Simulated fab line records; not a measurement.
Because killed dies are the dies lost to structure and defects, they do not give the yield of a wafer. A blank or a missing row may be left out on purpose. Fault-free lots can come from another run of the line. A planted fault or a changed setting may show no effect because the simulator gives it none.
Which tool did it?	flow sky130	10 lots with 30 wafers sampled at 6 steps, on a route of 708 steps

## WHAT THE GAUGES SHOWED, per wafer
SKY_VIA1_RS_MEAS_22: uses a four-point probe to measure.
lot	measured	on	VIA1_W_RS (ohm/sq)
L867	day 34 20:04	film_metro-03	0.428 0.426 0.429
L870	day 35 17:30	film_metro-01	0.431 0.430 0.431
L872	day 36 02:31	film_metro-02	0.432 0.429 0.433
L873	day 36 08:34	film_metro-02	0.430 0.433 0.431
L876	day 37 04:48	film_metro-03	0.430 0.430 0.420
L877	day 37 13:18	film_metro-02	0.431 0.428 0.435
L878	day 37 20:41	film_metro-03	0.436 0.426 0.434
L883	day 39 01:32	film_metro-02	0.435 0.431 0.429
L884	day 39 07:01	film_metro-02	0.414 0.426 0.421
L890	day 41 05:11	film_metro-03	0.420 0.427 0.417

SKY_METAL2_RS_MEAS_05: uses a four-point probe to measure.
lot	measured	on	METAL2_ALCU_RS (ohm/sq)
L867	day 34 20:41	film_metro-04	0.1258 0.1273 0.1262
L870	day 35 18:07	film_metro-01	0.1271 0.1268 0.1278
L872	day 36 03:08	film_metro-04	0.1248 0.1250 0.1244
L873	day 36 09:11	film_metro-04	0.1271 0.1252 0.1273
L876	day 37 05:25	film_metro-02	0.1249 0.1255 0.1260
L877	day 37 13:55	film_metro-04	0.1272 0.1270 0.1255
L878	day 37 21:18	film_metro-04	0.1252 0.1681 0.1259
L883	day 39 02:31	film_metro-04	0.1267 0.1255 0.1259
L884	day 39 07:37	film_metro-02	0.1236 0.1243 0.1239
L890	day 41 05:49	film_metro-04	0.1273 0.1288 0.1282

SKY_METAL2_THK_MEAS_06: measures by xrf.
lot	measured	on	METAL2_ALCU_THK (nm)
L867	day 34 20:48	film_metro-04	256.1 252.6 253.3
L870	day 35 18:14	film_metro-01	252.2 254.9 254.0
L872	day 36 03:14	film_metro-04	258.0 256.5 258.2
L873	day 36 09:18	film_metro-04	254.8 256.2 254.1
L876	day 37 05:32	film_metro-02	255.9 256.5 256.2
L877	day 37 14:02	film_metro-04	250.4 252.0 254.2
L878	day 37 21:25	film_metro-04	254.2 192.8 255.0
L883	day 39 02:37	film_metro-04	252.6 253.7 254.0
L884	day 39 07:44	film_metro-02	259.4 257.4 257.9
L890	day 41 05:56	film_metro-04	253.1 250.6 249.4

SKY_METAL2_CD_MEAS_15: target cd 140 nm.
lot	measured	on	cd_nm (nm)
L867	day 35 23:15	cd_sem-01	139.1 139.5 140.0
L870	day 36 20:24	cd_sem-02	137.0 136.8 136.5
L872	day 37 05:56	cd_sem-01	141.4 140.9 141.5
L873	day 37 10:04	cd_sem-01	138.3 139.1 140.1
L876	day 38 07:06	cd_sem-02	139.0 137.9 139.0
L877	day 38 15:19	cd_sem-01	137.6 136.8 137.8
L878	day 38 21:51	cd_sem-01	139.1 140.6 139.6
L883	day 40 03:05	cd_sem-01	139.1 138.8 138.6
L884	day 40 07:50	cd_sem-01	138.4 138.6 138.8
L890	day 42 04:51	cd_sem-02	136.5 137.6 136.5

## EACH LOT AND THE TOOL THAT RAN IT (in order: tool; ch and the chambers of the sampled wafers; start)
lot	SKY_VIA1_ETCH_14	SKY_METAL2_SPUTTER_02
L867	rie_diel-01 ch 0,2,3, day 34 19:13	pvd_sputter-04, day 34 20:35
L870	rie_diel-02 ch 1,2,3, day 35 16:40	pvd_sputter-03, day 35 18:02
L872	rie_diel-02 ch 0,1,3, day 36 01:37	pvd_sputter-04, day 36 03:01
L873	rie_diel-02 ch 0,2,3, day 36 07:43	pvd_sputter-03, day 36 09:05
L876	rie_diel-04 ch 0,1, day 37 03:58	pvd_sputter-04, day 37 05:19
L877	rie_diel-04 ch 0,2,3, day 37 12:28	pvd_sputter-04, day 37 13:50
L878	rie_diel-02 ch 1,2,3, day 37 19:48	pvd_sputter-04, day 37 21:12
L883	rie_diel-01 ch 1,2, day 39 00:40	pvd_sputter-01, day 39 02:24
L884	rie_diel-02 ch 1,3, day 39 06:10	pvd_sputter-03, day 39 07:32
L890	rie_diel-01 ch 0,1,2, day 41 04:22	pvd_sputter-01, day 41 05:43
- SKY_VIA1_ETCH_14: etches BARC in N2/H2, stops on SiO2, time 45.9 s, target depth 60 nm.
- SKY_METAL2_SPUTTER_02: material AlCu, target thk 250 nm, time 13.3 s.

## WHAT THE TOOLS THEMSELVES READ (means of the sampled wafers that have a number; where no wafer has one, the mark that the record gives instead)
SKY_VIA1_ETCH_14.
lot	tool	drypump_motor_current_A (A)	oes_product_au (a.u.)	throttle_valve_pct (%)
L867	rie_diel-01	5.8	0.851	13.229
L870	rie_diel-02	5.5	0.857	13.218
L872	rie_diel-02	5.6	0.856	13.220
L873	rie_diel-02	5.4	0.849	13.226
L876	rie_diel-04	5.2	0.854	13.223
L877	rie_diel-04	5.3	0.852	13.226
L878	rie_diel-02	5.5	0.855	13.222
L883	rie_diel-01	6.2	0.856	13.226
L884	rie_diel-02	5.6	0.852	13.221
L890	rie_diel-01	5.8	0.855	13.225

SKY_METAL2_SPUTTER_02.
lot	tool	throttle_valve_pct (%)
L867	pvd_sputter-04	30.0
L870	pvd_sputter-03	30.5
L872	pvd_sputter-04	29.2
L873	pvd_sputter-03	31.4
L876	pvd_sputter-04	29.7
L877	pvd_sputter-04	29.9
L878	pvd_sputter-04	29.9
L883	pvd_sputter-01	29.6
L884	pvd_sputter-03	31.2
L890	pvd_sputter-01	30.9

## THE ANSWER, worked out from the rows above alone
Rule: usual is defined by the lots themselves. Put in order of their means at a reading, lots are off if they are a third of the lots or fewer, leave a main group of 4 or more, and stand apart from it by a gap of 3 or more times the standard deviation of the main group's means; of several such gaps the widest counts. A main group is skipped when, at the precision printed for the reading in the tables above, its means are all equal. Also off: a lot with no number at a reading for which 4 or more lots have one. Any other lot the step has rows for is counted as sound. The gauges are gone through in route order, then the tools' own readings, and for those a lot's mean is taken as printed above. At the first step where some lot is off, the reading lying furthest off is the one used; lots without a number count as furthest.
Off: L878, at SKY_METAL2_RS_MEAS_05 (METAL2_ALCU_RS). The main group has a mean of 0.1261 ohm/sq with a standard deviation of 0.0012.
A tool fits if, at a process step before that reading, it ran every lot that is off, and no sound lot after the first of them. Gauges at SKY_METAL2_RS_MEAS_05: tried the same way as those tools. One fits: SKY_METAL2_SPUTTER_02 on pvd_sputter-04. A fault onset in the window from L877 (day 37 13:50, its last sound lot) to L878 (day 37 21:12, its first lot off) fits.

## WHAT THE SIMULATOR PUT IN
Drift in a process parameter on pvd_sputter-04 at SKY_METAL2_SPUTTER_02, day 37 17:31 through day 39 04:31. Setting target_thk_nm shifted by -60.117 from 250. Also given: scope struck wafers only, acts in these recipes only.
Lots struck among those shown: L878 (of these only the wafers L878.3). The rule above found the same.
